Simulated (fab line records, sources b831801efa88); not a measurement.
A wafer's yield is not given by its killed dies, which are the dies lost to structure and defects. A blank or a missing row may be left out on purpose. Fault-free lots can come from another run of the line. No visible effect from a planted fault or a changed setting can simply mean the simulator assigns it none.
Problem report, 8D (eight disciplines) form, completed by code | flow sky130 | the parts of the form that need people (team, actions taken, sign-off) are left out

## 1. WHAT WENT WRONG
Wafers without a fault read 14.20 % with a standard deviation of 0.19, while zone power lower pct at SKY_SPACER_CVD_00 averages 27.57 % across 3 wafers of 1 lot. That is +70 standard deviations from the usual mean.
The step: deposits Si3N4 from DCS/NH3, target thk 43.1 nm, time 740 s.
Seen first at day 26 05:47 on lpcvd-02, wafer L402.4. The record holds 39 wafers of 13 lots with a number at this step. Rule for "out" (also "out of limits"): further than 4 standard deviations from the usual mean. The rest of the wafers with a number are treated as sound.

## 2. WHAT THIS IS AND IS NOT
question                    | is                                                                                   | is not
which readings at this step | zone power lower pct, spike tc lower C, zone power bottom pct, zone power centre pct | -
which lots                  | L402                                                                                 | L393, L394, L395, L396, L397, L410, L411, L412, L413, L414, L415, L416
which wafers of those lots  | all that have a number                                                               | -
read on which tools         | lpcvd-02                                                                             | -
when                        | from day 26 05:47                                                                    | up to then (15 sound wafers); but 21 sound wafers of L410, L411, L412, L413, L414, L415, L416 came after

## 3. THE SUSPECTS, EACH WITH WHAT RULES IT OUT
Counting: a tool at any process step up to the reading remains a suspect when it ran all the lots that are out and ran no sound lot after the first of those.
- plasma asher-04 at SKY_LDD_LDN_STRIP_12 (strips in O2/N2): ruled out as a lasting fault. Sound lots L412 ran on it after its first lot that is out, L402 (day 26 05:36).
- lpcvd-02 at SKY_SPACER_CVD_00 (deposits Si3N4 from DCS/NH3, target thk 43.1 nm, time 740 s): ruled out as a lasting fault. Sound lots L410, L411, L412, L413, L414, L415, L416 ran on it after its first lot that is out, L402 (day 26 05:47).
Left after counting: nothing in the record.

## 4. THE CAUSE (what the simulator had put in)
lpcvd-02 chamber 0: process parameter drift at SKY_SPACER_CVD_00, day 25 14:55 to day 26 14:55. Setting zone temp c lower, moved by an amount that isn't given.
Counting ruled it out, wrongly.

## 5. SEQUENCE OF EFFECTS, ordered by route
Each row: a reading whose mean over the struck wafers that have a number lies more than 3 standard deviations from the usual. Readings are gone through only where the record gives a usual standard deviation; hours: the median, over the lots, of the time from a lot's start at the first step in this table giving one to that lot's start at this step; sigmas: the change measured in usual standard deviations.
hours | step              | reading               | usual   | on struck wafers | change | sigmas
0     | SKY_SPACER_CVD_00 | spike tc bottom C     | 787 C   | 774              | -13    | -3.6
0     | SKY_SPACER_CVD_00 | spike tc centre C     | 769.9 C | 765.7            | -4.2   | -3.5
0     | SKY_SPACER_CVD_00 | spike tc lower C      | 770.4 C | 812.9            | +42.5  | +35
0     | SKY_SPACER_CVD_00 | zone power bottom pct | 19.0 %  | 15.3             | -3.7   | -5.5
0     | SKY_SPACER_CVD_00 | zone power centre pct | 11.75 % | 6.58             | -5.17  | -25
0     | SKY_SPACER_CVD_00 | zone power lower pct  | 14.20 % | 27.57            | +13.37 | +70
0     | SKY_SPACER_CVD_00 | zone power upper pct  | 11.85 % | 12.30            | +0.45  | +3.2
Process steps it contains:
- SKY_SPACER_CVD_00: deposits Si3N4 from DCS/NH3, target thk 43.1 nm, time 740 s.
At these later measuring or inspecting steps, every struck wafer for which the step has a row has a number for every such reading, and none has moved that far: SKY_SD_P_CD_MEAS_07.

## 6. WHAT WOULD HAVE CAUGHT IT SOONER
In this record no reading fell out of limits until day 26 05:47, 15 hours after the fault had begun at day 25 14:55.
